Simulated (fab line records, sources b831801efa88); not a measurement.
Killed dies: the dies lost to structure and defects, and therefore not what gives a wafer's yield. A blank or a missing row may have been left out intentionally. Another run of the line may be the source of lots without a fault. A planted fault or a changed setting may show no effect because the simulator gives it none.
Matching of chambers + flow gf180mcu + cmp-02 running GF_STI_CMP_25: 4 sister chambers
The step polishes, stops on Si3N4, t overpolish 33 s, target thk 524.6 nm. 4 wafers are shown with their chamber, then 8 later ones without.

## WAFERS PAIRED WITH THEIR CHAMBERS
| wafer  | chamber | motor current A (A) |
|--------|---------|---------------------|
| L759.2 | 3       | 15.0                |
| L760.4 | 1       | 11.7                |
| L760.5 | 2       | 13.2                |
| L765.1 | 0       | 13.6                |

## WAFERS MISSING THEIR CHAMBER
| wafer  | motor current A (A) |
|--------|---------------------|
| L765.2 | 14.8                |
| L765.4 | 11.2                |
| L766.2 | 14.2                |
| L766.3 | 11.1                |
| L766.5 | 11.4                |
| L773.1 | 11.5                |
| L773.5 | 14.7                |
| L773.6 | 13.9                |

## EACH ONE'S CHAMBER
| wafer  | from the rows above          | in truth |
|--------|------------------------------|----------|
| L765.2 | 3                            | 3        |
| L765.4 | 1                            | 1        |
| L766.2 | can't be placed: 0 or 3 or 2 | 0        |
| L766.3 | 1                            | 1        |
| L766.5 | 1                            | 1        |
| L773.1 | 1                            | 1        |
| L773.5 | can't be placed: 3 or 0      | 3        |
| L773.6 | can't be placed: 0 or 2 or 3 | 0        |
Correctly placed: 5 of 8. These rows do not allow placing 3 (true chamber among the candidates in 3). Placed wrongly: 0.
How it was worked out, from the rows above alone: a wafer's distance from a chamber is the root of the sum, over the readings, of the square of ((its reading less the chamber's mean) divided by the reading's scatter). If the next closest chamber is less than 2 further off than the closest, the wafer can't be placed; otherwise it belongs to the closest. The mean given for a chamber averages the wafers shown for that chamber. The scatter (one wafer shown for each chamber): square how far every hidden wafer sits from the nearest shown wafer, average those squares and take the square root.
